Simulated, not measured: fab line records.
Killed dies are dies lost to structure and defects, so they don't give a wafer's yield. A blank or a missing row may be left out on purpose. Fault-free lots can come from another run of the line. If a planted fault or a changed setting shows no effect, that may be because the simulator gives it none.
A lot that was struck, set against a sound lot ; flow sky130 ; 17 out of 708 route steps
Sound: wafers L515.1, L515.2, L515.4. Struck: wafers L506.1, L506.4 (left out: L506.3, a lot-mate that was not struck); the cause follows at the end.
Order at every step that has rows: each side's tool, ch and its chambers, its first start. Under that, the readings that differ: sound wafers ; struck wafers ; difference of the means ; sigmas: that difference in standard deviations of wafers without a fault.
alike: readings with means less than 2 such deviations apart, plus words and numbers identical on both sides. not compared: withheld readings, readings lacking a value on some wafer, bounds such as >300 that could conceal the same value, and numbers that have no deviation in the record and whose values overlap.
Wherever a step has rows on one side only, a row that says differs or no value, or a row with sigmas, the two part there. When numbers do not overlap yet have no deviation, they are printed without sigmas and do not part them. Lack of a reading on every wafer of one side parts them only where that side has two or more wafers.

SKY_VT_ADJUST_LVTN_OVL_MEAS_07:
  struck on overlay-01, day 8 22:59; sound on overlay-01, day 11 05:25
reading;sound;struck;difference;sigmas
VT_ADJUST_LVTN_OVL (nm);0.0 3.3 3.5;0.7 -1.1;-2.5;-2
after that, 1 step had no rows for these wafers: SKY_VT_ADJUST_LVTN_IMPLANT_08.
SKY_VT_ADJUST_LVTN_STRIP_09: strips in O2/N2.
  sound on plasmaAsher-04 ch 0,1, day 11 05:37; struck on plasmaAsher-04 ch 0, day 8 23:11
reading;sound;struck;difference;sigmas
chamberPressureMTorr (mTorr);1501.5 1503.7 1500.7;1497.9 1499.6;-3.2;-2
  alike: drypumpMotorCurrentA, oesProductAu, stripTimeToEndpointS
  not compared: rfHoursCounterH
SKY_VT_ADJUST_LVTN_TW_MEAS_10:
  struck on filmMetro-01, day 8 23:17; sound on filmMetro-01, day 11 05:43
  alike: VT_ADJUST_LVTN_TW
then, 7 steps without rows for these wafers: SKY_VT_ADJUST_LVTN_DEHYDRATE_11 (time 60 s); SKY_VT_ADJUST_LVTN_HMDS_12 (prime time 60 s); SKY_VT_ADJUST_LVTN_COAT_13 (resist thk 1140 nm); SKY_VT_ADJUST_LVTN_SOFTBAKE_14 (time 60 s); SKY_VT_ADJUST_LVTN_EXPOSE_15 (exposes mask HVN STD DERIVED, target cd 600 nm); SKY_VT_ADJUST_LVTN_PEB_16; SKY_VT_ADJUST_LVTN_DEVELOP_17 (develop time 60 s).
SKY_VT_ADJUST_LVTN_OVL_MEAS_18:
  struck on overlay-02, day 9 18:53; sound on overlay-01, day 12 05:20
  alike: VT_ADJUST_LVTN_01_OVL
SKY_VT_ADJUST_LVTN_IMPLANT_19:
  sound on implanter-01 ch 0, day 12 05:23; struck on implanter-04 ch 0, day 9 18:56
reading;sound;struck;difference;sigmas
beamOnS (s);9.85 10.00 10.00;14.72 14.27;+4.55;+23
faradayCurrentUA;3.74 3.67 3.66;2.51 2.57;-1.15;-16
SKY_VT_ADJUST_LVTN_STRIP_20: strips in O2/N2.
  sound on plasmaAsher-04 ch 0,1, day 12 05:32; struck on plasmaAsher-02 ch 0,1, day 9 19:05
  alike: chamberPressureMTorr, drypumpMotorCurrentA, oesProductAu, stripTimeToEndpointS
  not compared: rfHoursCounterH
SKY_VT_ADJUST_LVTN_TW_MEAS_21:
  struck on filmMetro-01, day 9 19:11; sound on filmMetro-02, day 12 05:38
reading;sound;struck;difference;sigmas
VT_ADJUST_LVTN_2_TW;186.9 187.4 187.7;207.1 204.8;+18.6;+13
then, 1 step without rows for these wafers: SKY_VT_ADJUST_NCORE_DEHYDRATE_00 (time 60 s).
-- the record jumps here: 38 days lie between the struck wafers' starts before and after (it left off in module VT_ADJUST_NCORE and takes up again in module PAD_OPEN, whose first step shown is number 708 of the route) --
SKY_PAD_OPEN_PROBE_99:
  struck on prober-01, day 47 18:17; sound on prober-02, day 49 16:26
reading;sound;struck;difference;sigmas
killedOpen;51 59 60;41 44;-14;-2
model.etest.resPwellUnderGate.rsOhmSq;2274 2268 2273;2218 2219;-53;
model.etest.nfetG5v0d10v5.bodyRiseV (V);0.666 0.6689 0.6756;0.691 0.6926;+0.022;
model.etest.nfet_16v.bodyRiseV (V);0.6634 0.6678 0.6746;0.6903 0.6935;+0.0233;
model.etest.nfetG5v0d10v5.vtSatV (V);0.7689 0.7653 0.7839;0.7873 0.7924;+0.0171;
  alike: killed_at_M0_to_M3, killed_at_M4_up, killedAtContacts, killedAtFrontEnd, killedAtOther, killedDies, killedShort
  not compared: model.etest.nfetG5v0d10v5.vtV, model.etest.nfet_16v.vtV, model.etest.nfetG5v0d10v5.vtLongV

WHERE THEY PART
First at SKY_VT_ADJUST_LVTN_OVL_MEAS_07; last, within this record, at SKY_PAD_OPEN_PROBE_99.

WHY: what the simulator had put in
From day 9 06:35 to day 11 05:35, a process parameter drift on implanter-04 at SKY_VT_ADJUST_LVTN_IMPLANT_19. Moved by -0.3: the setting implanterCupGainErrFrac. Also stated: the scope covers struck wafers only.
